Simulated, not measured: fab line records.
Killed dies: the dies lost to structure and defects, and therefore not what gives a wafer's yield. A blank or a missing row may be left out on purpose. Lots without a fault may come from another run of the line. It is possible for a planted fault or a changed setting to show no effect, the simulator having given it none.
Matching of chambers | flow gf180mcu | GF_V3_ETCH_16 on rieDiel-03: 4 sister chambers
The step etches BARC in N2/H2. 14 wafers are shown with their chamber, then 7 later ones without.

EACH WAFER AND ITS CHAMBER
wafer  | chamber | oesProductAu (a.u.) | biasW (W) | throttleValvePct (%)
L659.3 | 0       | 0.854               | 100.20    | 13.217
L659.4 | 3       | 0.849               | 99.85     | 13.223
L659.5 | 1       | 0.854               | 100.45    | 13.223
L660.4 | 2       | 0.861               | 100.27    | 13.225
L660.5 | 1       | 0.850               | 99.76     | 13.224
L660.6 | 2       | 0.854               | 100.09    | 13.208
L663.3 | 2       | 0.854               | 99.91     | 13.239
L663.4 | 0       | 0.864               | 99.71     | 13.234
L663.6 | 1       | 0.854               | 99.59     | 13.232
L664.1 | 0       | 0.846               | 100.43    | 13.232
L664.4 | 1       | 0.848               | 100.27    | 13.205
L664.5 | 1       | 0.854               | 99.71     | 13.230
L669.4 | 1       | 0.847               | 99.98     | 13.228
L669.5 | 2       | 0.853               | 99.85     | 13.226

SIGNATURES (means of the wafers above)
reading          | chamber 0 | chamber 1 | chamber 2 | chamber 3 | scatter within a chamber
oesProductAu     | 0.85467   | 0.85117   | 0.85550   | 0.84900   | 0.00506
biasW            | 100.1133  | 99.9600   | 100.0300  | 99.8500   | 0.309
throttleValvePct | 13.22767  | 13.22367  | 13.22450  | 13.22300  | 0.0107
Rule: distance of a wafer from a chamber = root of the sum over the readings of ((wafer's reading minus chamber's mean) / reading's scatter) squared. The wafer belongs to the nearest chamber; if the next one is less than 2 further off, it can't be placed. The scatter: take each reading less its chamber's mean, square it, sum over the shown wafers, divide by the number of wafers less the number of chambers, and take the root.

WAFERS MISSING THEIR CHAMBER
wafer  | oesProductAu (a.u.) | biasW (W) | throttleValvePct (%)
L669.6 | 0.854               | 100.11    | 13.217
L670.2 | 0.853               | 100.07    | 13.216
L670.4 | 0.856               | 99.68     | 13.231
L670.6 | 0.858               | 100.19    | 13.237
L680.2 | 0.854               | 99.64     | 13.239
L680.4 | 0.851               | 99.85     | 13.223
L680.5 | 0.857               | 100.54    | 13.233

EACH ONE'S CHAMBER
wafer  | from the rows above               | in truth
L669.6 | can't be placed: 2 or 1 or 0 or 3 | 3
L670.2 | can't be placed: 1 or 2 or 0 or 3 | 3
L670.4 | can't be placed: 2 or 0 or 1 or 3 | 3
L670.6 | can't be placed: 0 or 2 or 1 or 3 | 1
L680.2 | can't be placed: 1 or 0 or 2 or 3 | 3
L680.4 | can't be placed: 1 or 3 or 2 or 0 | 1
L680.5 | can't be placed: 0 or 2 or 1 or 3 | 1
Correct placement for 0 of the 7. Can't be placed from these rows: 7 (the true chamber is among the candidates in 7). Number placed wrongly: 0.
